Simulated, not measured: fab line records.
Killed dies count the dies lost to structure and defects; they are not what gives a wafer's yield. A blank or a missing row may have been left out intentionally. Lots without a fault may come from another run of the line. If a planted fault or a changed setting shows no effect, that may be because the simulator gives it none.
Which tool is to blame? ; flow gf180mcu ; 6 lots with 18 wafers sampled at 3 steps, on a route of 602 steps

## WHAT EACH GAUGE READ, for each wafer
GF_HV_LDD_RS_MEAS_53: the measuring method here is four-point-probe.
lot;measured;on;HV_LDD_RS (ohm/sq)
L203;day 12 21:35;film-metro-01;417.5 417.5 418.5
L205;day 13 14:04;film-metro-01;418.7 418.3 418.5
L207;day 14 09:05;film-metro-03;418.2 418.3 418.4
L212;day 16 05:24;film-metro-04;418.6 419.4 418.6
L221;day 19 08:59;film-metro-04;411.8 410.6 412.1
L223;day 20 04:45;film-metro-03;417.6 417.5 418.2

## WHAT TOOL EACH LOT RAN ON (gives the tool, then ch and the chambers of the sampled wafers, and finally the start)
lot;GF_HV_LDD_STRIP_22;GF_HV_LDD_IMPLANT_35
L203;plasma-asher-03 ch 0,1, day 11 05:43;implanter-01 ch 0, day 12 01:07
L205;plasma-asher-03 ch 0,1, day 11 21:09;implanter-01 ch 0, day 12 16:47
L207;plasma-asher-03 ch 0,1, day 12 14:47;implanter-03 ch 0, day 13 11:38
L212;plasma-asher-03 ch 0,1, day 14 10:31;implanter-01 ch 0, day 15 07:52
L221;plasma-asher-03 ch 1, day 17 08:16;implanter-03 ch 0, day 18 08:01
L223;plasma-asher-02 ch 0,1, day 18 04:17;implanter-01 ch 0, day 19 03:53
- GF_HV_LDD_STRIP_22: strips in O2/N2.
- GF_HV_LDD_IMPLANT_35

## THE ANSWER, worked out from the rows above alone
Rule: the usual values come from the lots themselves. Put in order of their means at a reading, lots are off if they are a third of the lots or fewer, leave a main group of 4 or more, and stand apart from it by a gap of 3 or more times the standard deviation of the main group's means; of several such gaps the widest counts. If all means in a main group match to the digits the tables above print for the reading, that group is not used. A lot without any number at a reading at which 4 lots or more have one is off too. Where the step has rows for the other lots, those lots are counted as sound.
Off: L221, seen at GF_HV_LDD_RS_MEAS_53 (HV_LDD_RS). The main group has a mean of 418.3 ohm/sq with a standard deviation of 0.41.
A tool fits if, at a process step before that reading, it ran every lot that is off, and no sound lot after the first of them. Those tools and the gauges at GF_HV_LDD_RS_MEAS_53 are tried in the same way. Can't be told from this: 3 tools fit, plasma-asher-03 at GF_HV_LDD_STRIP_22, implanter-03 at GF_HV_LDD_IMPLANT_35, film-metro-04 at GF_HV_LDD_RS_MEAS_53.

## WHAT THE SIMULATOR PUT IN
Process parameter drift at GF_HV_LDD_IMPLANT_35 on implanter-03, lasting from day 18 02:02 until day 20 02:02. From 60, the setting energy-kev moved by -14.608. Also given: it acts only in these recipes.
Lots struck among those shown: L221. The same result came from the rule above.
